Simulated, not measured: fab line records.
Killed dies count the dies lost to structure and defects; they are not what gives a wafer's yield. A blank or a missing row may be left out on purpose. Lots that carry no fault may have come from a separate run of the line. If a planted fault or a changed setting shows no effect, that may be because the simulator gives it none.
Which tool is to blame? || flow sky130 || Sampling: 7 lots, 21 wafers, 2 of 708 route steps

## WHAT THE GAUGES SHOWED, per wafer
SKY_NWELL_OVL_MEAS_23.
{"lot": "L808", "measured": "day 8 07:40", "on": "overlay-02", "NWELL_01_OVL (nm)": "0.9 -0.4 1.7"}
{"lot": "L810", "measured": "day 8 20:23", "on": "overlay-02", "NWELL_01_OVL (nm)": "0.0 -0.9 -1.2"}
{"lot": "L812", "measured": "day 9 07:58", "on": "overlay-01", "NWELL_01_OVL (nm)": "0.3 -0.3 -1.0"}
{"lot": "L814", "measured": "day 9 19:20", "on": "overlay-02", "NWELL_01_OVL (nm)": "0.7 -0.1 0.0"}
{"lot": "L816", "measured": "day 10 04:52", "on": "overlay-01", "NWELL_01_OVL (nm)": "-0.2 -0.7 -0.3"}
{"lot": "L819", "measured": "day 11 00:58", "on": "overlay-02", "NWELL_01_OVL (nm)": "0.1 0.4 -0.5"}

## EACH LOT AND THE TOOL THAT RAN IT (in order: tool; ch and the chambers of the sampled wafers; start)
{"lot": "L803", "SKY_FIELD_ISO_OXIDATION_22": "furnace-01, day 3 18:38"}
{"lot": "L808", "SKY_FIELD_ISO_OXIDATION_22": "furnace-02 ch 0, day 4 20:40"}
{"lot": "L810", "SKY_FIELD_ISO_OXIDATION_22": "furnace-02 ch 0, day 5 06:22"}
{"lot": "L812", "SKY_FIELD_ISO_OXIDATION_22": "furnace-02 ch 0, day 5 17:04"}
{"lot": "L814", "SKY_FIELD_ISO_OXIDATION_22": "furnace-01 ch 0, day 6 03:16"}
{"lot": "L816", "SKY_FIELD_ISO_OXIDATION_22": "furnace-02 ch 0, day 6 13:02"}
{"lot": "L819", "SKY_FIELD_ISO_OXIDATION_22": "furnace-01 ch 0, day 7 05:23"}
- SKY_FIELD_ISO_OXIDATION_22: stabilise 600 s, purge 300 s, target thk 10 nm.

## THE ANSWER, worked out from the rows above alone
Rule: usual is defined by the lots themselves. The widest of any qualifying gaps counts: lots, ordered by their means at a reading, are off when they make up no more than a third of the lots, leave a main group of 4 or more, and stand apart from it by 3 or more times the standard deviation of that group's means. Not used: any main group whose means are identical at the precision the tables above print for the reading. A lot without any number at a reading at which 4 lots or more have one is off too. Where the step has rows for the other lots, those lots are counted as sound.
Across all readings shown, no lot is off: no conclusion can be drawn from this.

## WHAT WAS PUT IN BY THE SIMULATOR
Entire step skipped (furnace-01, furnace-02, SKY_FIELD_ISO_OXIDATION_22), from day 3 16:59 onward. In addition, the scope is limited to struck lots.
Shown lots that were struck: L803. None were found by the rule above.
